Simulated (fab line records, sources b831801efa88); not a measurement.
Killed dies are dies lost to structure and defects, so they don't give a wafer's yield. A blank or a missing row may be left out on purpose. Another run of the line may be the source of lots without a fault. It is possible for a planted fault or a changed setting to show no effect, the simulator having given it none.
Struck lot and sound lot, side by side ; flow sky130 ; 16 steps out of a route of 708
Sound: these wafers, L409.1, L409.2, L409.6. Wafers L413.2, L413.5, L413.6 were the ones struck. At the end, the cause is stated.
For every step that has rows: the tool of each side, followed by ch and its chambers, followed by its first start. Under that, the readings that differ: sound wafers ; struck wafers ; difference of the means ; sigmas: that difference in standard deviations of wafers without a fault.
alike: same words and numbers on both sides, and readings whose means sit less than 2 such deviations apart. not compared: any withheld reading, any reading some wafer has no value for, any bound like >300 that may hide the same value, and any number with overlapping values for which the record gives no deviation.
The two part at a step that has a row with sigmas, a row that says differs or no value, or rows on one side only. Numbers that don't overlap but have no deviation are shown without sigmas and don't part them. A reading missing from all wafers of one side parts the sides only when that side holds two or more wafers.

first, 1 step without rows for these wafers: SKY_VT_ADJUST_NCORE_IMPLANT_09.
SKY_VT_ADJUST_NCORE_STRIP_10: strips in O2/N2.
  sound on plasma-asher-01 ch 0,1, day 10 03:13; struck on plasma-asher-02 ch 0,1, day 11 04:58
  alike: drypump-motor-current-A, oes-product-au, strip-time-to-endpoint-s
  not compared: rf-hours-counter-h
SKY_VT_ADJUST_NCORE_TW_MEAS_11:
  struck on film-metro-01, day 11 05:04; sound on film-metro-02, day 10 03:19
  alike: VT_ADJUST_NCORE_TW
then, 7 steps without rows for these wafers: SKY_VT_ADJUST_HVTR_DEHYDRATE_00 (time 60 s); SKY_VT_ADJUST_HVTR_HMDS_01 (prime time 60 s); SKY_VT_ADJUST_HVTR_COAT_02 (resist thk 1140 nm); SKY_VT_ADJUST_HVTR_SOFTBAKE_03 (time 60 s); SKY_VT_ADJUST_HVTR_EXPOSE_04 (exposes mask HVTRM, target cd 380 nm); SKY_VT_ADJUST_HVTR_PEB_05; SKY_VT_ADJUST_HVTR_DEVELOP_06 (develop time 60 s).
SKY_VT_ADJUST_HVTR_CD_MEAS_07: the cd target is 380 nm.
  struck on cd-sem-01, day 12 04:05; sound on cd-sem-02, day 11 01:26
  alike: cd-nm
SKY_VT_ADJUST_HVTR_OVL_MEAS_08:
  struck on overlay-01, day 12 04:12; sound on overlay-02, day 11 01:34
  alike: VT_ADJUST_HVTR_OVL
SKY_VT_ADJUST_HVTR_IMPLANT_09:
  sound on implanter-02 ch 0, day 11 01:36; struck on implanter-02 ch 0, day 12 04:15
reading;sound;struck;difference;sigmas
dose-ions-cm2;2.1018e+12 2.0991e+12 2.1057e+12;8.923e+11 8.914e+11 8.936e+11;-1.210e+12;-99 or more
faraday-current-uA;11.69 11.81 11.63;4.74 5.05 5.18;-6.72;-29
  alike: beam-on-s
SKY_VT_ADJUST_HVTR_STRIP_10: strips in O2/N2.
  sound on plasma-asher-03 ch 0,1, day 11 01:45; struck on plasma-asher-01 ch 0,1, day 12 04:23
reading;sound;struck;difference;sigmas
drypump-motor-current-A (A);5.78 6.33 6.33;5.42 5.45 6.10;-0.49;-2
  alike: oes-product-au, strip-time-to-endpoint-s
  not compared: rf-hours-counter-h
SKY_VT_ADJUST_HVTR_TW_MEAS_11:
  struck on film-metro-04, day 12 04:43; sound on film-metro-01, day 11 01:51
reading;sound;struck;difference;sigmas
VT_ADJUST_HVTR_TW;210.5 209.6 209.0;164.9 165.9 165.5;-44.3;-30
  not compared: hold
-- here the record skips 36 days between the struck wafers' starts before and after, leaving off in module VT_ADJUST_HVTR and picking up in module PAD_OPEN (first step shown: number 708 of the route) --
SKY_PAD_OPEN_PROBE_99:
  struck on prober-01, day 48 03:33; sound on prober-01, day 47 00:23
reading;sound;struck;difference;sigmas
model.etest.pfet_01v8_mvt.drive-ua-um;148.8 146.5 148.9;131.1 132.7 131.9;-16.2;
model.etest.pfet_01v8_mvt.off-log10-a-um;-11.07 -11.21 -11.13;-12.45 -12.38 -12.6;-1.34;
model.etest.pfet_01v8_mvt.vt-sat-v (V);-0.5939 -0.6048 -0.5961;-0.7169 -0.7078 -0.7201;-0.1167;
model.etest.pfet_01v8_mvt.vt-v (V);-0.6767 -0.6869 -0.679;-0.7778 -0.7735 -0.7824;-0.0970;
model.etest.pfet_01v8_mvt.vt-long-v (V);-0.8886 -0.8898 -0.8859;-0.9711 -0.9728 -0.9746;-0.0847;
  alike: killed_at_M0_to_M3, killed_at_M4_up, killed-at-contacts, killed-at-front-end, killed-at-other, killed-dies, killed-on-rim, killed-open, killed-short

== WHERE THEY PART ==
Last at SKY_VT_ADJUST_HVTR_TW_MEAS_11 as far as this record goes, first at SKY_VT_ADJUST_HVTR_IMPLANT_09. Later steps at which nothing parts them and some readings are alike: SKY_PAD_OPEN_PROBE_99.

WHY: whatever the simulator had introduced
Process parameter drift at SKY_VT_ADJUST_HVTR_IMPLANT_09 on implanter-02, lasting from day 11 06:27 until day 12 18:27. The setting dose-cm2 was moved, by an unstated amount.
